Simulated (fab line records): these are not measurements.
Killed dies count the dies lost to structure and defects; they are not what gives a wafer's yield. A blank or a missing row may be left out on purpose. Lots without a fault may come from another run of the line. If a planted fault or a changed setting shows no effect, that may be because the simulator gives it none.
Which tool did it?    flow sky130    route of 708 steps, sampled at 1 step: 6 lots, 18 wafers

WHAT THE GAUGES SHOWED, per wafer
SKY_FIELD_ISO_THK_MEAS_23.
lot   measured     on             FIELD_ISO_OXIDATION_01_THK (nm)
L854  day 2 15:35  film_metro-03  9.90 9.81 10.04
L860  day 3 22:20  film_metro-03  9.94 9.89 9.85
L862  day 4 05:57  film_metro-03  9.76 9.76 9.87
L866  day 5 04:13  film_metro-01  10.01 10.02 10.00
L868  day 5 14:02  film_metro-01  10.14 10.13 10.23
L874  day 6 23:56  film_metro-03  9.71 9.95 9.99

WHICH TOOL RAN EACH LOT (tool, then ch and the chambers of the sampled wafers, then the start)
Record: no process step prior to these readings.

THE ANSWER, worked out from the rows above alone
Rule: what is usual is taken from the lots themselves. Put in order of their means at a reading, lots are off if they are a third of the lots or fewer, leave a main group of 4 or more, and stand apart from it by a gap of 3 or more times the standard deviation of the main group's means; of several such gaps the widest counts. If all means in a main group match to the digits the tables above print for the reading, that group is not used. A lot without any number at a reading at which 4 lots or more have one is off too. The other lots that the step has rows for count as sound.
No lot is off on any of the readings shown, so nothing can be concluded from this.

WHAT HAD BEEN PUT IN BY THE SIMULATOR
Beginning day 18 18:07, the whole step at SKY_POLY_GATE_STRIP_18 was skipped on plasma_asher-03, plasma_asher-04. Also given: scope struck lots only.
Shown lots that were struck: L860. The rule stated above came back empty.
